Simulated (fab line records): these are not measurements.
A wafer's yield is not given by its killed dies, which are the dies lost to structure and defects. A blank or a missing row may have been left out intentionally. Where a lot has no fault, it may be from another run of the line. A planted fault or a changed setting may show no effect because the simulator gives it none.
A lot that was struck, set against a sound lot / flow sky130 / 15 steps out of a route of 708
Sound: wafers L467.1, L467.3, L467.4. Struck: wafers L459.1, L459.5, L459.6. At the end, the cause is stated.
At each step with rows: each side's tool, then ch and its chambers, then its first start. Under that, the readings that differ: sound wafers / struck wafers / difference of the means / sigmas: that difference in standard deviations of wafers without a fault.
alike: same words and numbers on both sides, and readings whose means sit less than 2 such deviations apart. not compared: any withheld reading, any reading some wafer has no value for, any bound like >300 that may hide the same value, and any number with overlapping values for which the record gives no deviation.
The two part at a step that has a row with sigmas, a row that says differs or no value, or rows on one side only. When numbers do not overlap yet have no deviation, they are printed without sigmas and do not part them. Lack of a reading on every wafer of one side parts them only where that side has two or more wafers.

SKY_CAPM_THK_MEAS_01:
  struck on film_metro-04, day 39 23:50; sound on film_metro-04, day 42 06:17
  alike: CAPM_CVD_00_THK
SKY_CAPM_SPUTTER_02: material TiN, target thk 200 nm, time 166.7 s.
  struck on pvd_sputter-03, day 39 23:53; sound on pvd_sputter-01, day 42 06:21
  alike: cathode_dc_power_W, throttle_valve_pct
SKY_CAPM_RS_MEAS_03: uses a four-point probe to measure.
  struck on film_metro-04, day 40 00:00; sound on film_metro-04, day 42 06:28
  alike: CAPM_TIN_RS
SKY_CAPM_THK_MEAS_04: measures by xrf.
  struck on film_metro-04, day 40 00:07; sound on film_metro-04, day 42 06:35
  alike: CAPM_TIN_THK
then, 7 steps without rows for these wafers: SKY_CAPM_DEHYDRATE_05 (time 60 s); SKY_CAPM_HMDS_06 (prime time 60 s); SKY_CAPM_COAT_07 (resist thk 1140 nm); SKY_CAPM_SOFTBAKE_08 (time 60 s); SKY_CAPM_EXPOSE_09 (exposes mask CAPM, target cd 1000 nm); SKY_CAPM_PEB_10; SKY_CAPM_DEVELOP_11 (develop time 60 s).
SKY_CAPM_OVL_MEAS_12:
  struck on overlay-02, day 41 00:34; sound on overlay-01, day 43 05:53
  alike: CAPM_OVL
SKY_CAPM_METAL_ETCH_13: etches TiN in Cl2/BCl3, stops on SiO2, target depth 220 nm, time 62.9 s.
  sound on rie_metal-01 ch 0,1, day 43 05:55; struck on rie_metal-02 ch 0,1, day 41 00:36
  no value came back on the struck wafers for any of 5 readings (bcl3_flow_sccm (sccm), bias_w (W) and others); on the sound wafers bcl3_flow_sccm (sccm) reads 29.97 29.99 30.06
reading=model.NOVOLAK_of_CAPM_COAT_07.thk_nm (nm); sound=992 984.8 989.9; struck=1130 1133 1131; difference=+142; sigmas=
  not compared: rf_hours_counter_h
SKY_CAPM_STRIP_14: strips in O2/N2.
  sound on plasma_asher-04 ch 0,1, day 43 05:59; struck on plasma_asher-04 ch 0,1, day 41 00:41
reading=strip_time_to_endpoint_s (s); sound=12.63 12.55 12.64; struck=14.07 14.10 14.08; difference=+1.48; sigmas=+34
  alike: drypump_motor_current_A, n2_flow_sccm, oes_product_au
  not compared: rf_hours_counter_h
then, 1 step without rows for these wafers: SKY_CAPM_STRIP_15 (strips in post etch residue remover, time 1200 s).

## WHERE THEY PART
First at SKY_CAPM_METAL_ETCH_13; last, within this record, at SKY_CAPM_STRIP_14.

WHY: what the simulator had put in
Whole step skipped at SKY_CAPM_METAL_ETCH_13 on rie_metal-02, starting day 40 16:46. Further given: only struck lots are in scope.
